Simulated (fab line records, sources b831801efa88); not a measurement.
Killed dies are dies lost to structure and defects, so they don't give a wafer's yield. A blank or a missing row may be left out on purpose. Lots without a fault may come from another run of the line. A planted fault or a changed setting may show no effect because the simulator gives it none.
A struck lot beside a sound one | flow sfq_line | 42 steps out of a route of 325
Sound: wafers L972.1, L972.3, L972.6. Struck: wafer L981.4. (L981.1, L981.2 of the same lot were not struck and are left out.) The cause comes at the end.
At each step with rows: each side's tool, then ch and its chambers, then its first start. Under that, the readings that differ: sound wafers | struck wafers | difference of the means | sigmas: that difference in standard deviations of wafers without a fault.
alike: readings whose means differ by less than 2 such deviations, and words and numbers that are the same on both sides. not compared: withheld readings, readings that some wafer has no value for, bounds like >300 that may hide the same value, and numbers for which the record gives no deviation and whose values overlap.
The two part at a step that has a row with sigmas, a row that says differs or no value, or rows on one side only. Numbers that don't overlap but have no deviation are shown without sigmas and don't part them. A reading that every wafer of one side lacks parts them only if that side has two wafers or more.

first, 6 steps without rows for these wafers: SFQ_TRILAYER_M0_LITHO_COAT_026 (resist thk 62 nm); SFQ_TRILAYER_M0_LITHO_COAT_021 (resist thk 600 nm); SFQ_TRILAYER_M0_LITHO_SOFTBAKE_025; SFQ_TRILAYER_M0_LITHO_EXPOSE_022 (exposes mask M0, target cd 500 nm); SFQ_TRILAYER_M0_LITHO_PEB_024 (peb time 60 s); SFQ_TRILAYER_M0_LITHO_DEVELOP_023 (time 60 s).
SFQ_M0_OVL_MEAS_906:
  sound on overlay-02, day 12 09:40; struck on overlay-01, day 17 18:06
  alike: M0_OVL
then, 1 step without rows for these wafers: SFQ_TRILAYER_M0_BARC_OPEN_METAL_ETCH_031 (etches BARC in O2, target depth 125 nm, time 41.7 s).
SFQ_TRILAYER_M0_ETCH_METAL_ETCH_024: etches Nb in Cl2/Ar, stops on SiO2, target depth 240 nm, time 120 s.
  sound on rie_metal-01 ch 0,1, day 12 09:46; struck on rie_metal-03 ch 1, day 17 18:12
  alike: drypump_motor_current_A, oes_product_au, rf_fwd_power_W
  not compared: rf_hours_counter_h
SFQ_TRILAYER_M0_STRIP_STRIP_025: strips in O2.
  sound on rie_metal-01 ch 0,1, day 12 09:53; struck on rie_metal-03 ch 1, day 17 18:19
  alike: drypump_motor_current_A, oes_product_au
  not compared: rf_hours_counter_h
then, 1 step without rows for these wafers: SFQ_TRILAYER_M0_STRIP_SOLV_CLEAN_026 (cleans in NMP, time 600 s).
SFQ_TRILAYER_I0_DEP_PECVD_027: deposits SiO2 from SiH4/N2O, time 111.11 s, target thk 500 nm.
  sound on pecvd-03 ch 0,1,2, day 12 10:40; struck on pecvd-03 ch 1, day 17 19:06
  alike: heater_power_w, rf_fwd_power_W, throttle_valve_pct
SFQ_TRILAYER_I0_CMP_CMP_028: polishes SiO2.
  sound on cmp-01 ch 2,3, day 12 14:56; struck on cmp-01 ch 1, day 17 19:41
  reading                                             | sound           | struck | difference | sigmas
  time_to_endpoint_s (s)                              | 206 206 205     | 274    | +68        | +11
  model.SiO2_of_TRILAYER_I0_DEP_PECVD_027.thk_nm (nm) | 200.5 201 200.2 | 301.9  | +101.3     |
  alike: motor_current_A, platen_rpm
SFQ_I0_BOW_MEAS_907:
  sound on film_metro-02, day 12 17:26; struck on film_metro-01, day 17 22:11
  alike: I0_BOW
SFQ_TRILAYER_I0_METRO_MEASURE_029:
  sound on film_metro-02, day 12 17:34; struck on film_metro-01, day 17 22:18
  reading     | sound             | struck | difference | sigmas
  thk_nm (nm) | 200.5 201.1 200.5 | 301.9  | +101.2     | +99 or more
then, 6 steps without rows for these wafers: SFQ_TRILAYER_I0_VIA_LITHO_COAT_036 (resist thk 62 nm); SFQ_TRILAYER_I0_VIA_LITHO_COAT_031 (resist thk 650 nm); SFQ_TRILAYER_I0_VIA_LITHO_SOFTBAKE_035; SFQ_TRILAYER_I0_VIA_LITHO_EXPOSE_032 (exposes mask I0, target cd 500 nm); SFQ_TRILAYER_I0_VIA_LITHO_PEB_034 (peb time 60 s); SFQ_TRILAYER_I0_VIA_LITHO_DEVELOP_033 (time 60 s).
-- the record jumps here: 7 days lie between the struck wafers' starts before and after --
SFQ_I0_OVL_MEAS_908:
  sound on overlay-01, day 17 21:42; struck on overlay-02, day 24 17:31
  alike: I0_OVL
then, 1 step without rows for these wafers: SFQ_TRILAYER_I0_VIA_BARC_OPEN_VIA_ETCH_046 (etches BARC in O2, target depth 125 nm, time 41.7 s).
SFQ_TRILAYER_I0_VIA_ETCH_VIA_ETCH_034: etches SiO2 in CHF3, stops on Nb, target depth 260 nm.
  sound on rie_diel-01 ch 1,2,3, day 17 21:47; struck on rie_diel-02 ch 1, day 24 17:35
  reading                        | sound             | struck | difference | sigmas
  oes_product_au (a.u.)          | 0.853 0.860 0.853 | 0.994  | +0.139     | +30
  model.I0.feature_depth_nm (nm) | 200.5 201 200.2   | 260.6  | +60.0      |
  model.etch.depth_nm (nm)       | 200.5 201 200.2   | 260.6  | +60.0      |
  alike: drypump_motor_current_A, rf_fwd_power_W
SFQ_TRILAYER_I0_VIA_STRIP_STRIP_035: strips in O2.
  sound on rie_metal-01 ch 0,1, day 17 21:53; struck on rie_metal-02 ch 0, day 24 17:42
  reading               | sound             | struck | difference | sigmas
  oes_product_au (a.u.) | 1.003 1.009 1.015 | 0.991  | -0.018     | -2
  alike: drypump_motor_current_A
  not compared: rf_hours_counter_h
then, 3 steps without rows for these wafers: SFQ_TRILAYER_I0_VIA_STRIP_SOLV_CLEAN_036 (cleans in NMP, time 600 s); SFQ_TRILAYER_M1_DEP_PRE_CLEAN_038 (time 22.5 s); SFQ_TRILAYER_M1_DEP_SPUTTER_037 (material Nb, target thk 200 nm, time 133.3 s).
SFQ_M1_RS_MEAS_909: measures by four-point-probe.
  sound on film_metro-03, day 17 22:47; struck on film_metro-04, day 24 18:35
  reading           | sound             | struck | difference | sigmas
  M1_NB_RS (ohm/sq) | 0.875 0.880 0.881 | 0.899  | +0.020     | +2
then, 6 steps without rows for these wafers: SFQ_TRILAYER_M1_LITHO_COAT_044 (resist thk 62 nm); SFQ_TRILAYER_M1_LITHO_COAT_039 (resist thk 600 nm); SFQ_TRILAYER_M1_LITHO_SOFTBAKE_043; SFQ_TRILAYER_M1_LITHO_EXPOSE_040 (exposes mask M1, target cd 500 nm); SFQ_TRILAYER_M1_LITHO_PEB_042 (peb time 60 s); SFQ_TRILAYER_M1_LITHO_DEVELOP_041 (time 60 s).
-- the record jumps here: 7 days lie between the struck wafers' starts before and after --
SFQ_M1_OVL_MEAS_911:
  sound on overlay-01, day 24 16:19; struck on overlay-01, day 31 19:40
  alike: M1_OVL
SFQ_TRILAYER_M1_BARC_OPEN_METAL_ETCH_054: etches BARC in O2, target depth 125 nm, time 41.7 s.
  sound on rie_metal-04 ch 0,1, day 24 16:21; struck on rie_metal-03 ch 0, day 31 19:43
  reading                                             | sound           | struck | difference | sigmas
  model.SiO2_of_TRILAYER_I0_DEP_PECVD_027.thk_nm (nm) | 193 193.5 192.7 | 294.4  | +101.3     |
  alike: drypump_motor_current_A, oes_product_au, rf_fwd_power_W
  not compared: rf_hours_counter_h
SFQ_TRILAYER_M1_ETCH_METAL_ETCH_042: etches Nb in Cl2/Ar, stops on SiO2, target depth 240 nm, time 120 s.
  sound on rie_metal-04 ch 0,1, day 24 16:24; struck on rie_metal-03 ch 0, day 31 19:46
  alike: drypump_motor_current_A, oes_product_au, rf_fwd_power_W
  not compared: rf_hours_counter_h
then, 3 steps without rows for these wafers: SFQ_TRILAYER_M1_STRIP_STRIP_043 (strips in O2); SFQ_TRILAYER_M1_STRIP_SOLV_CLEAN_044 (cleans in NMP, time 600 s); SFQ_TRILAYER_I1_DEP_PECVD_045 (deposits SiO2 from SiH4/N2O, time 111.11 s, target thk 500 nm).
-- the record jumps here: 58 days lie between the struck wafers' starts before and after --
SFQ_M8_BOW_MEAS_951:
  sound on film_metro-02, day 87 13:10; struck on film_metro-01, day 89 23:43
  reading                 | sound            | struck | difference | sigmas
  model.etest.i0.link_ohm | 1.937 1.95 1.953 | 1e+06  | +1e+06     |
  alike: M8_BOW

WHERE THEY PART
First at SFQ_TRILAYER_I0_CMP_CMP_028; last, within this record, at SFQ_M1_RS_MEAS_909. Later steps at which nothing parts them and some readings are alike: SFQ_M1_OVL_MEAS_911, SFQ_TRILAYER_M1_BARC_OPEN_METAL_ETCH_054, SFQ_TRILAYER_M1_ETCH_METAL_ETCH_042, SFQ_M8_BOW_MEAS_951.

WHY: what the simulator had put in
Process parameter drift: cmp-01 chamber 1, from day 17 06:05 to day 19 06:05, at SFQ_TRILAYER_I0_CMP_CMP_028. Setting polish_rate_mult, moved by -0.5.
